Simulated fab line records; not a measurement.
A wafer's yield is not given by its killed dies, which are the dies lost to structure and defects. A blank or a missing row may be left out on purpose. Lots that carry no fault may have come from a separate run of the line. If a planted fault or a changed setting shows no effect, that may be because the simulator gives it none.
The tool behind it: which one? -- flow gf180mcu -- 13 lots, 39 wafers sampled, at 6 steps of a route of 602

== WHAT EACH GAUGE READ, for each wafer ==
GF_STI_THK_MEAS_22. Usual: STI_OXIDATION_01_THK 14.8 nm, standard deviation 0.35.
lot,measured,on,STI_OXIDATION_01_THK (nm),flag
L495,day 2 06:01,film_metro-04,14.6 14.8 14.5,
L496,day 2 09:44,film_metro-01,15.3 15.0 15.1,
L497,day 2 13:45,film_metro-01,14.4 14.4 14.3,
L500,day 3 05:54,film_metro-04,14.7 14.5 14.6,
L502,day 3 15:28,film_metro-04,14.5 14.5 14.4,
L505,day 4 06:03,film_metro-04,14.3 14.2 14.1,
L506,day 4 11:42,film_metro-04,14.7 14.8 15.2,
L507,day 4 17:56,film_metro-04,14.7 14.7 14.5,
L510,day 5 11:27,film_metro-04,15.2 15.3 15.0,
L513,day 6 00:33,film_metro-03,14.5 14.7 14.8,
L515,day 6 09:59,film_metro-03,15.0 14.8 14.9,
L516,day 6 14:47,film_metro-03,14.5 14.5 14.6,
L517,day 6 21:20,film_metro-04,15.0 15.0 15.1,

GF_NWELL_OVL_MEAS_07. Usual: NWELL_OVL 0.8 nm, standard deviation 1.4.
lot,measured,on,NWELL_OVL (nm),flag
L495,day 3 09:56,overlay-01,3.4 2.8 2.6,
L496,day 3 12:42,overlay-01,-0.7 -0.2 1.3,
L497,day 3 17:17,overlay-02,2.1 0.8 0.9,
L500,day 4 11:11,overlay-02,-0.4 -1.1 0.9,
L502,day 4 21:29,overlay-02,1.5 1.7 -0.7,
L505,day 5 12:47,overlay-01,0.7 -0.7 1.5,
L506,day 5 20:14,overlay-01,-1.0 0.1 1.0,
L507,day 6 02:30,overlay-02,0.5 3.1 1.9,
L510,day 6 19:38,overlay-01,0.1 2.7 0.7,
L513,day 7 10:09,overlay-02,3.0 0.0 2.2,
L515,day 7 21:00,overlay-02,1.0 -0.9 -0.5,
L516,day 8 01:32,overlay-02,0.3 1.2 0.6,
L517,day 8 10:40,overlay-02,0.8 0.0 1.3,

GF_MVSD_TW_MEAS_11. Usual: MVSD_TW 1570, standard deviation 14.
lot,measured,on,MVSD_TW,flag
L495,day 4 12:53,film_metro-01,1582 1577 1583,
L496,day 4 16:10,film_metro-01,1576 1587 1584,
L497,day 4 21:14,film_metro-04,1573 1570 1583,
L500,day 5 16:43,film_metro-01,1562 1559 1557,
L502,day 6 03:44,film_metro-01,1597 1593 1601,
L505,day 6 19:43,film_metro-01,1593 1592 1595,
L506,day 7 04:17,film_metro-02,1620 1624 1616,OFF
L507,day 7 10:34,film_metro-02,1623 1629 1623,OFF
L510,day 8 05:03,film_metro-04,1626 1634 1634,OFF
L513,day 8 20:26,film_metro-01,1575 1573 1574,
L515,day 9 08:23,film_metro-04,1572 1573 1580,
L516,day 9 12:41,film_metro-01,1596 1602 1606,
L517,day 9 20:51,film_metro-02,1559 1553 1557,

GF_VT_IMPLANT_TW_MEAS_43. Usual: VT_IMPLANT_4_TW 691, standard deviation 9.
lot,measured,on,VT_IMPLANT_4_TW,flag
L495,day 7 16:29,film_metro-01,692 692 687,
L496,day 7 20:56,film_metro-03,698 699 700,
L497,day 8 01:29,film_metro-01,692 690 688,
L500,day 9 00:31,film_metro-02,683 679 680,
L502,day 9 12:19,film_metro-02,678 683 674,
L505,day 10 06:58,film_metro-02,680 676 675,
L506,day 10 15:23,film_metro-02,677 679 678,
L507,day 10 21:17,film_metro-01,700 704 706,
L510,day 11 21:58,film_metro-02,677 682 683,
L513,day 12 13:50,film_metro-03,694 693 697,
L515,day 13 04:08,film_metro-03,702 696 695,
L516,day 13 06:32,film_metro-01,697 697 696,
L517,day 13 18:11,film_metro-03,694 702 693,

GF_VT_IMPLANT_RS_MEAS_46: measurement is done with a four-point probe. Usual: MVSD_RS 456.7 ohm/sq, standard deviation 1.1.
lot,measured,on,MVSD_RS (ohm/sq),flag
L495,day 7 16:42,film_metro-04,458.4 456.5 456.5,
L496,day 7 21:09,film_metro-02,458.9 457.3 458.2,
L497,day 8 01:43,film_metro-02,456.0 456.9 457.5,
L500,day 9 00:44,film_metro-01,458.1 456.9 456.5,
L502,day 9 12:31,film_metro-02,456.8 458.5 459.9,
L505,day 10 07:11,film_metro-04,455.6 456.8 455.7,
L506,day 10 15:36,film_metro-01,400.8 401.0 400.5,OFF
L507,day 10 21:31,film_metro-04,401.7 400.6 400.4,OFF
L510,day 11 22:11,film_metro-02,402.0 401.5 401.7,OFF
L513,day 12 14:04,film_metro-04,457.8 458.6 456.3,
L515,day 13 04:21,film_metro-02,456.5 456.6 456.1,
L516,day 13 06:45,film_metro-04,454.1 454.7 455.4,
L517,day 13 18:25,film_metro-01,458.1 457.0 456.9,

== WHAT TOOL EACH LOT RAN ON (gives the tool, then ch and the chambers of the sampled wafers, and finally the start) ==
lot,GF_MVSD_IMPLANT_09
L495,"implanter-03 ch 0, day 4 12:38"
L496,"implanter-03 ch 0, day 4 15:55"
L497,"implanter-01 ch 0, day 4 21:01"
L500,"implanter-03 ch 0, day 5 16:28"
L502,"implanter-03 ch 0, day 6 03:29"
L505,"implanter-01 ch 0, day 6 19:28"
L506,"implanter-03 ch 0, day 7 03:41"
L507,"implanter-01 ch 0, day 7 10:01"
L510,"implanter-01 ch 0, day 8 04:29"
L513,"implanter-01 ch 0, day 8 20:13"
L515,"implanter-01 ch 0, day 9 08:08"
L516,"implanter-01 ch 0, day 9 12:26"
L517,"implanter-01 ch 0, day 9 20:38"
- GF_MVSD_IMPLANT_09

== WHAT THE TOOLS THEMSELVES READ (means of the sampled wafers that have a number; where no wafer has one, the mark that the record gives instead) ==
GF_MVSD_IMPLANT_09. Usual: 4.999e+12 for dose_ions_cm2, sd 5.6e+09.
lot,tool,dose_ions_cm2,flag
L495,implanter-03,4.995e+12,
L496,implanter-03,5.000e+12,
L497,implanter-01,5.001e+12,
L500,implanter-03,4.992e+12,
L502,implanter-03,5.002e+12,
L505,implanter-01,5.005e+12,
L506,implanter-03,5.001e+12,
L507,implanter-01,5.000e+12,
L510,implanter-01,5.003e+12,
L513,implanter-01,5.000e+12,
L515,implanter-01,4.996e+12,
L516,implanter-01,4.999e+12,
L517,implanter-01,5.004e+12,

== THE ANSWER, worked out from the rows above alone ==
Rule: a lot is off if the mean of its wafers that have a number lies more than 3 standard deviations from the usual mean. Also off: a lot with no number at a reading for which 4 or more lots have one. Where the step has rows for the other lots, those lots are counted as sound. The gauges are gone through in route order, then the tools' own readings, and for those a lot's mean is taken as printed above. At the first step where some lot is off, the reading lying furthest off is the one used; lots without a number count as furthest.
Off: L506, L507, L510, seen at GF_MVSD_TW_MEAS_11 (MVSD_TW).
A tool fits if, at a process step before that reading, it ran every lot that is off, and no sound lot after the first of them. The gauges at GF_MVSD_TW_MEAS_11 are tried like those tools. None of those tried fits.

== WHAT THE SIMULATOR HAD INSERTED ==
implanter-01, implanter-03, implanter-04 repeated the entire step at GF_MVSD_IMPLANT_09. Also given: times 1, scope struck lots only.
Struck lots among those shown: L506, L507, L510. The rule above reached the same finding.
